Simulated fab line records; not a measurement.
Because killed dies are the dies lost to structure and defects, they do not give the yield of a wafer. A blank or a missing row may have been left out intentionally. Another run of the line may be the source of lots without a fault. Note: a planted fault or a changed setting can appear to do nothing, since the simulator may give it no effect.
Which of the tools did it? | flow sky130 | 72 wafers from 24 lots sampled at 6 of the route's 708 steps

== WHAT THE GAUGES READ, wafer by wafer ==
The record lacks any reading of a measuring or inspecting step that a usual standard deviation could be used to judge.

== WHAT TOOL EACH LOT RAN ON (gives the tool, then ch and the chambers of the sampled wafers, and finally the start) ==
lot  | SKY_DNWELL_STRIP_08                 | SKY_METAL1_STRIP_20                  | SKY_CAPM_CVD_00                 | SKY_CAPM_METAL_ETCH_13            | SKY_VIA3_SPUTTER_20          | SKY_VIA4_STRIP_13
L074 | plasma-asher-03 ch 0,1, day 3 07:43 | plasma-asher-03 ch 0,1, day 32 21:58 | pecvd-04 ch 0,1, day 36 12:01   | rie-metal-04 ch 1, day 37 14:55   | pvd-sputter-03, day 39 20:50 | plasma-asher-03 ch 1, day 43 00:29
L075 | plasma-asher-04 ch 0,1, day 3 10:18 | plasma-asher-02 ch 0,1, day 32 23:33 | pecvd-02 ch 0,1, day 36 13:32   | rie-metal-01 ch 0, day 37 15:52   | pvd-sputter-02, day 39 21:11 | plasma-asher-01 ch 0,1, day 43 01:13
L076 | plasma-asher-04 ch 0,1, day 3 17:22 | plasma-asher-04 ch 0,1, day 33 18:53 | pecvd-04 ch 0,1,2, day 37 07:51 | rie-metal-01 ch 0,1, day 38 13:53 | pvd-sputter-03, day 40 17:08 | plasma-asher-01 ch 0,1, day 43 18:55
L077 | plasma-asher-03 ch 0,1, day 3 21:37 | plasma-asher-03 ch 0,1, day 33 21:07 | pecvd-02 ch 1,2, day 37 10:10   | rie-metal-04 ch 0,1, day 38 14:40 | pvd-sputter-03, day 40 19:17 | plasma-asher-04 ch 1, day 43 20:56
L078 | plasma-asher-03 ch 0,1, day 4 02:04 | plasma-asher-02 ch 0,1, day 34 02:02 | pecvd-02 ch 0,2, day 37 16:15   | rie-metal-04 ch 0,1, day 38 17:37 | pvd-sputter-04, day 40 22:01 | plasma-asher-04 ch 0,1, day 43 23:26
L079 | plasma-asher-04 ch 0,1, day 4 03:37 | plasma-asher-02 ch 0,1, day 33 21:39 | pecvd-01 ch 1,2, day 37 11:07   | rie-metal-01 ch 0,1, day 38 15:34 | pvd-sputter-03, day 40 20:14 | plasma-asher-03 ch 0,1, day 43 21:35
L080 | plasma-asher-02 ch 0,1, day 4 10:49 | plasma-asher-04 ch 0,1, day 35 03:55 | pecvd-01 ch 0,1,2, day 38 14:18 | rie-metal-04 ch 0, day 39 14:37   | pvd-sputter-03, day 41 18:14 | plasma-asher-04 ch 1, day 44 16:17
L081 | plasma-asher-03 ch 0,1, day 4 18:34 | plasma-asher-04 ch 0,1, day 35 08:19 | pecvd-04 ch 0,1,2, day 38 20:36 | rie-metal-01 ch 0,1, day 39 22:10 | pvd-sputter-03, day 42 01:50 | plasma-asher-03 ch 0,1, day 45 00:17
L082 | plasma-asher-02 ch 0,1, day 5 03:46 | plasma-asher-03 ch 0,1, day 35 15:19 | pecvd-04 ch 0,1,2, day 39 00:17 | rie-metal-04 ch 0,1, day 40 01:37 | pvd-sputter-04, day 42 06:13 | plasma-asher-03 ch 0,1, day 45 04:47
L084 | plasma-asher-02 ch 0,1, day 5 06:19 | plasma-asher-03 ch 0,1, day 36 04:58 | pecvd-04 ch 0,2, day 39 14:30   | rie-metal-01 ch 0,1, day 40 15:16 | pvd-sputter-03, day 42 17:25 | plasma-asher-04 ch 0,1, day 45 16:17
L083 | plasma-asher-04 ch 0,1, day 5 06:40 | plasma-asher-02 ch 0,1, day 35 15:54 | pecvd-04 ch 0,2, day 39 00:44   | rie-metal-01 ch 0,1, day 40 01:52 | pvd-sputter-04, day 42 05:31 | plasma-asher-03 ch 0,1, day 45 02:23
L085 | plasma-asher-04 ch 0,1, day 5 12:52 | plasma-asher-04 ch 0,1, day 35 16:55 | pecvd-01 ch 0,1, day 39 01:03   | rie-metal-03 ch 0, day 40 02:10   | pvd-sputter-03, day 42 05:54 | plasma-asher-01 ch 0,1, day 45 02:41
L086 | plasma-asher-04 ch 0,1, day 5 20:19 | plasma-asher-02 ch 0,1, day 36 22:46 | pecvd-01 ch 0,1, day 40 05:33   | rie-metal-01 ch 0,1, day 41 06:08 | pvd-sputter-03, day 43 08:40 | plasma-asher-01 ch 0,1, day 46 05:34
L087 | plasma-asher-02 ch 0,1, day 6 02:04 | plasma-asher-04 ch 0,1, day 37 05:34 | pecvd-02 ch 0,1, day 40 13:58   | rie-metal-01 ch 0,1, day 41 13:37 | pvd-sputter-04, day 43 15:39 | plasma-asher-01 ch 0,1, day 46 12:18
L088 | plasma-asher-03 ch 0,1, day 6 12:20 | plasma-asher-02 ch 0,1, day 37 21:13 | pecvd-04 ch 0,1,2, day 41 03:32 | rie-metal-01 ch 0,1, day 42 02:31 | pvd-sputter-02, day 44 03:04 | plasma-asher-04 ch 0,1, day 46 21:56
L089 | plasma-asher-03 ch 0,1, day 6 15:49 | plasma-asher-02 ch 0,1, day 38 02:09 | pecvd-01 ch 0,1, day 41 08:52   | rie-metal-04 ch 0,1, day 42 08:08 | pvd-sputter-04, day 44 08:46 | plasma-asher-04 ch 0,1, day 47 02:22
L090 | plasma-asher-02 ch 0,1, day 6 20:49 | plasma-asher-04 ch 0,1, day 38 00:31 | pecvd-04 ch 1,2, day 41 06:58   | rie-metal-03 ch 0,1, day 42 06:52 | pvd-sputter-03, day 44 06:41 | plasma-asher-01 ch 0,1, day 47 00:56
L091 | plasma-asher-02 ch 0,1, day 7 00:31 | plasma-asher-02 ch 0,1, day 38 04:07 | pecvd-01 ch 0,1,2, day 41 13:07 | rie-metal-01 ch 0,1, day 42 12:35 | pvd-sputter-03, day 44 14:26 | plasma-asher-04 ch 0,1, day 47 07:01
L092 | plasma-asher-02 ch 0,1, day 7 05:46 | plasma-asher-03 ch 0,1, day 38 08:01 | pecvd-04 ch 0,1, day 41 14:14   | rie-metal-01 ch 0,1, day 42 14:46 | pvd-sputter-04, day 44 15:40 | plasma-asher-04 ch 0,1, day 47 09:11
L093 | plasma-asher-04 ch 0,1, day 7 11:31 | plasma-asher-02 ch 0,1, day 39 08:31 | pecvd-04 ch 0,1, day 42 15:11   | rie-metal-04 ch 0,1, day 43 14:25 | pvd-sputter-02, day 45 13:56 | plasma-asher-03 ch 0,1, day 48 04:17
L094 | plasma-asher-04 ch 1, day 7 21:40   | plasma-asher-02 ch 0,1, day 39 12:52 | pecvd-04 ch 0,1,2, day 42 19:16 | rie-metal-03 ch 0,1, day 43 18:22 | pvd-sputter-03, day 45 18:05 | plasma-asher-01 ch 0, day 48 08:56
L095 | plasma-asher-02 ch 0,1, day 8 02:01 | plasma-asher-04 ch 0,1, day 39 13:07 | pecvd-01 ch 1,2, day 42 18:22   | rie-metal-03 ch 0,1, day 43 16:22 | pvd-sputter-03, day 45 15:32 | plasma-asher-04 ch 0,1, day 48 07:11
L096 | plasma-asher-03 ch 0,1, day 8 05:31 | plasma-asher-03 ch 0,1, day 39 16:20 | pecvd-01 ch 0,1, day 42 23:49   | rie-metal-01 ch 0,1, day 43 23:04 | pvd-sputter-02, day 45 22:08 | plasma-asher-03 ch 0,1, day 48 13:08
L097 | plasma-asher-04 ch 0, day 8 08:52   | plasma-asher-04 ch 0,1, day 39 19:58 | pecvd-04 ch 1,2, day 43 01:19   | rie-metal-03 ch 0,1, day 44 00:19 | pvd-sputter-02, day 46 00:31 | plasma-asher-01 ch 1, day 48 14:32
- SKY_DNWELL_STRIP_08: strips in O2/N2.
- SKY_METAL1_STRIP_20: strips in O2/N2.
- SKY_CAPM_CVD_00: deposits SiO2, target thk 15.5 nm.
- SKY_CAPM_METAL_ETCH_13: etches TiN in Cl2/BCl3, stops on SiO2, target depth 220 nm, time 62.9 s.
- SKY_VIA3_SPUTTER_20: material TiN, target thk 20 nm, time 80 s.
- SKY_VIA4_STRIP_13: strips in O2/N2.

== AS READ BY THE TOOLS THEMSELVES (means over the sampled wafers that have a number; for cases with no such wafer, the mark the record gives instead) ==
SKY_DNWELL_STRIP_08. Usual: drypump-motor-current-A 5.6 A, standard deviation 0.58; oes-product-au 0.723 a.u., standard deviation 0.0043; strip-time-to-endpoint-s 36.95 s, standard deviation 0.099.
lot  | tool            | drypump-motor-current-A (A) | oes-product-au (a.u.) | strip-time-to-endpoint-s (s) | flag
L074 | plasma-asher-03 | 5.3                         | 0.722                 | 37.09                        |
L075 | plasma-asher-04 | 5.3                         | 0.723                 | 37.07                        |
L076 | plasma-asher-04 | 5.3                         | 0.725                 | 36.96                        |
L077 | plasma-asher-03 | 5.6                         | 0.724                 | 36.84                        |
L078 | plasma-asher-03 | 5.3                         | 0.723                 | 36.93                        |
L079 | plasma-asher-04 | 5.3                         | 0.721                 | 37.05                        |
L080 | plasma-asher-02 | 5.8                         | 0.722                 | 36.83                        |
L081 | plasma-asher-03 | 5.6                         | 0.722                 | 37.08                        |
L082 | plasma-asher-02 | 5.8                         | 0.721                 | 36.99                        |
L084 | plasma-asher-02 | 6.3                         | 0.720                 | 37.05                        |
L083 | plasma-asher-04 | 5.4                         | 0.724                 | 36.87                        |
L085 | plasma-asher-04 | 5.5                         | 0.725                 | 36.92                        |
L086 | plasma-asher-04 | 5.3                         | 0.720                 | 36.87                        |
L087 | plasma-asher-02 | 6.3                         | 0.722                 | 36.93                        |
L088 | plasma-asher-03 | 5.3                         | 0.725                 | 36.99                        |
L089 | plasma-asher-03 | 5.3                         | 0.723                 | 37.05                        |
L090 | plasma-asher-02 | 5.8                         | 0.722                 | 36.96                        |
L091 | plasma-asher-02 | 5.8                         | 0.726                 | 37.01                        |
L092 | plasma-asher-02 | 6.3                         | 0.725                 | 37.02                        |
L093 | plasma-asher-04 | 5.3                         | 0.721                 | 36.89                        |
L094 | plasma-asher-04 | 5.2                         | 0.724                 | 36.90                        |
L095 | plasma-asher-02 | 5.8                         | 0.720                 | 36.84                        |
L096 | plasma-asher-03 | 5.6                         | 0.724                 | 37.03                        |
L097 | plasma-asher-04 | 5.7                         | 0.718                 | 36.78                        |

SKY_METAL1_STRIP_20. Usual: drypump-motor-current-A 5.7 A, standard deviation 0.62; oes-product-au 0.343 a.u., standard deviation 0.0046; strip-time-to-endpoint-s 2.70 s, standard deviation 0.036.
lot  | tool            | drypump-motor-current-A (A) | oes-product-au (a.u.) | strip-time-to-endpoint-s (s) | flag
L074 | plasma-asher-03 | 5.3                         | 0.345                 | 2.70                         |
L075 | plasma-asher-02 | 6.3                         | 0.345                 | 2.67                         |
L076 | plasma-asher-04 | 5.5                         | 0.342                 | 2.69                         |
L077 | plasma-asher-03 | 5.6                         | 0.338                 | 2.68                         |
L078 | plasma-asher-02 | 5.8                         | 0.342                 | 2.69                         |
L079 | plasma-asher-02 | 6.3                         | 0.344                 | 2.72                         |
L080 | plasma-asher-04 | 5.5                         | 0.345                 | 2.72                         |
L081 | plasma-asher-04 | 5.3                         | 0.343                 | 2.68                         |
L082 | plasma-asher-03 | 5.3                         | 0.341                 | 2.68                         |
L084 | plasma-asher-03 | 5.6                         | 0.341                 | 2.73                         |
L083 | plasma-asher-02 | 6.3                         | 0.341                 | 2.73                         |
L085 | plasma-asher-04 | 5.3                         | 0.342                 | 2.67                         |
L086 | plasma-asher-02 | 6.3                         | 0.344                 | 2.70                         |
L087 | plasma-asher-04 | 5.3                         | 0.343                 | 2.72                         |
L088 | plasma-asher-02 | 5.8                         | 0.342                 | 2.67                         |
L089 | plasma-asher-02 | 6.3                         | 0.345                 | 2.76                         |
L090 | plasma-asher-04 | 5.3                         | 0.344                 | 2.69                         |
L091 | plasma-asher-02 | 5.8                         | 0.342                 | 2.68                         |
L092 | plasma-asher-03 | 5.3                         | 0.347                 | 2.74                         |
L093 | plasma-asher-02 | 5.8                         | 0.342                 | 2.72                         |
L094 | plasma-asher-02 | 6.3                         | 0.340                 | 2.71                         |
L095 | plasma-asher-04 | 5.3                         | 0.340                 | 2.68                         |
L096 | plasma-asher-03 | 5.6                         | 0.343                 | 2.71                         |
L097 | plasma-asher-04 | 5.4                         | 0.343                 | 2.71                         |

SKY_CAPM_CVD_00. Usual: heater-power-w reads 683 W (standard deviation 71).
lot  | tool     | heater-power-w (W) | flag
L074 | pecvd-04 | 642                |
L075 | pecvd-02 | 707                |
L076 | pecvd-04 | 670                |
L077 | pecvd-02 | 794                |
L078 | pecvd-02 | 615                |
L079 | pecvd-01 | 718                |
L080 | pecvd-01 | 666                |
L081 | pecvd-04 | 654                |
L082 | pecvd-04 | 660                |
L084 | pecvd-04 | 632                |
L083 | pecvd-04 | 642                |
L085 | pecvd-01 | 600                |
L086 | pecvd-01 | 672                |
L087 | pecvd-02 | 740                |
L088 | pecvd-04 | 709                |
L089 | pecvd-01 | 719                |
L090 | pecvd-04 | 707                |
L091 | pecvd-01 | 675                |
L092 | pecvd-04 | 606                |
L093 | pecvd-04 | 658                |
L094 | pecvd-04 | 697                |
L095 | pecvd-01 | 661                |
L096 | pecvd-01 | 719                |
L097 | pecvd-04 | 658                |

SKY_CAPM_METAL_ETCH_13. Usual: bias-w 48.54 W, standard deviation 0.16; drypump-motor-current-A 5.7 A, standard deviation 0.31; oes-product-au 0.941 a.u., standard deviation 0.0067; throttle-valve-pct 21.901 %, standard deviation 0.0094.
lot  | tool         | bias-w (W) | drypump-motor-current-A (A) | oes-product-au (a.u.) | throttle-valve-pct (%) | flag
L074 | rie-metal-04 | 48.45      | 6.1                         | 0.939                 | 21.906                 |
L075 | rie-metal-01 | 48.60      | 5.9                         | 0.939                 | 21.895                 |
L076 | rie-metal-01 | 48.50      | 5.8                         | 0.937                 | 21.910                 |
L077 | rie-metal-04 | 48.69      | 5.8                         | 0.936                 | 21.897                 |
L078 | rie-metal-04 | 48.62      | 5.5                         | 0.947                 | 21.905                 |
L079 | rie-metal-01 | 48.57      | 5.9                         | 0.939                 | 21.895                 |
L080 | rie-metal-04 | 48.59      | 5.3                         | 0.944                 | 21.894                 |
L081 | rie-metal-01 | 48.53      | 5.8                         | 0.948                 | 21.901                 |
L082 | rie-metal-04 | 48.62      | 5.8                         | 0.935                 | 21.909                 |
L084 | rie-metal-01 | 48.58      | 5.8                         | 0.946                 | 21.904                 |
L083 | rie-metal-01 | 48.55      | 5.8                         | 0.941                 | 21.896                 |
L085 | rie-metal-03 | 48.28      | 5.1                         | 0.944                 | 21.902                 |
L086 | rie-metal-01 | 48.55      | 5.8                         | 0.943                 | 21.905                 |
L087 | rie-metal-01 | 48.65      | 5.7                         | 0.945                 | 21.905                 |
L088 | rie-metal-01 | 48.34      | 5.8                         | 0.951                 | 21.896                 |
L089 | rie-metal-04 | 48.47      | 5.8                         | 0.947                 | 21.891                 |
L090 | rie-metal-03 | 48.56      | 5.4                         | 0.939                 | 21.904                 |
L091 | rie-metal-01 | 48.53      | 5.8                         | 0.946                 | 21.897                 |
L092 | rie-metal-01 | 48.44      | 5.8                         | 0.937                 | 21.909                 |
L093 | rie-metal-04 | 48.60      | 5.8                         | 0.943                 | 21.899                 |
L094 | rie-metal-03 | 48.64      | 5.4                         | 0.938                 | 21.902                 |
L095 | rie-metal-03 | 48.37      | 5.7                         | 0.937                 | 21.906                 |
L096 | rie-metal-01 | 48.72      | 5.8                         | 0.940                 | 21.906                 |
L097 | rie-metal-03 | 48.42      | 5.4                         | 0.939                 | 21.895                 |

SKY_VIA3_SPUTTER_20. Usual: throttle-valve-pct reads 30.3 % (standard deviation 0.66).
lot  | tool           | throttle-valve-pct (%) | flag
L074 | pvd-sputter-03 | 30.3                   |
L075 | pvd-sputter-02 | 30.7                   |
L076 | pvd-sputter-03 | 30.7                   |
L077 | pvd-sputter-03 | 31.1                   |
L078 | pvd-sputter-04 | 29.5                   |
L079 | pvd-sputter-03 | 30.3                   |
L080 | pvd-sputter-03 | 30.6                   |
L081 | pvd-sputter-03 | 30.7                   |
L082 | pvd-sputter-04 | 29.9                   |
L084 | pvd-sputter-03 | 30.7                   |
L083 | pvd-sputter-04 | 29.9                   |
L085 | pvd-sputter-03 | 30.5                   |
L086 | pvd-sputter-03 | 30.7                   |
L087 | pvd-sputter-04 | 29.3                   |
L088 | pvd-sputter-02 | 30.1                   |
L089 | pvd-sputter-04 | 29.6                   |
L090 | pvd-sputter-03 | 30.6                   |
L091 | pvd-sputter-03 | 30.4                   |
L092 | pvd-sputter-04 | 29.4                   |
L093 | pvd-sputter-02 | 30.4                   |
L094 | pvd-sputter-03 | 30.9                   |
L095 | pvd-sputter-03 | 30.3                   |
L096 | pvd-sputter-02 | 30.2                   |
L097 | pvd-sputter-02 | 30.4                   |

SKY_VIA4_STRIP_13. Usual: drypump-motor-current-A 5.4 A, standard deviation 0.36; oes-product-au 0.709 a.u., standard deviation 0.0045; strip-time-to-endpoint-s 12.80 s, standard deviation 0.032.
lot  | tool            | drypump-motor-current-A (A) | oes-product-au (a.u.) | strip-time-to-endpoint-s (s) | flag
L074 | plasma-asher-03 | 5.9                         | 0.707                 | 12.84                        |
L075 | plasma-asher-01 | 5.2                         | 0.708                 | 12.74                        |
L076 | plasma-asher-01 | 5.4                         | 0.708                 | 12.83                        |
L077 | plasma-asher-04 | 5.2                         | 0.712                 | 12.78                        |
L078 | plasma-asher-04 | 5.4                         | 0.706                 | 12.76                        |
L079 | plasma-asher-03 | 5.6                         | 0.707                 | 12.80                        |
L080 | plasma-asher-04 | 5.1                         | 0.715                 | 12.81                        |
L081 | plasma-asher-03 | 5.6                         | 0.715                 | 12.81                        |
L082 | plasma-asher-03 | 5.3                         | 0.713                 | 12.78                        |
L084 | plasma-asher-04 | 5.3                         | 0.707                 | 12.82                        |
L083 | plasma-asher-03 | 5.3                         | 0.707                 | 12.79                        |
L085 | plasma-asher-01 | 5.4                         | 0.707                 | 12.84                        |
L086 | plasma-asher-01 | 5.4                         | 0.709                 | 12.81                        |
L087 | plasma-asher-01 | 5.2                         | 0.709                 | 12.81                        |
L088 | plasma-asher-04 | 5.3                         | 0.709                 | 12.79                        |
L089 | plasma-asher-04 | 5.4                         | 0.706                 | 12.79                        |
L090 | plasma-asher-01 | 5.4                         | 0.709                 | 12.79                        |
L091 | plasma-asher-04 | 5.3                         | 0.711                 | 12.82                        |
L092 | plasma-asher-04 | 5.3                         | 0.712                 | 12.82                        |
L093 | plasma-asher-03 | 5.3                         | 0.709                 | 12.79                        |
L094 | plasma-asher-01 | 4.9                         | 0.706                 | 12.80                        |
L095 | plasma-asher-04 | 5.4                         | 0.708                 | 12.81                        |
L096 | plasma-asher-03 | 5.3                         | 0.707                 | 12.82                        |
L097 | plasma-asher-01 | 5.6                         | 0.713                 | 12.82                        |

== THE ANSWER, worked out from the rows above alone ==
Rule: lot off if the mean of its wafers having a number is beyond 3 standard deviations from the usual mean. Also off: a lot with no number at a reading for which 4 or more lots have one. Where the step has rows for the other lots, those lots are counted as sound. First the gauges in route order, then the tools' own readings, where a lot's mean is used as printed above. The first step at which some lot is off is used, and at that step the reading that is off furthest; a lot without a number counts as furthest.
Nothing can be told from this: no lot is off at any reading shown.

== WHAT THE SIMULATOR PUT IN ==
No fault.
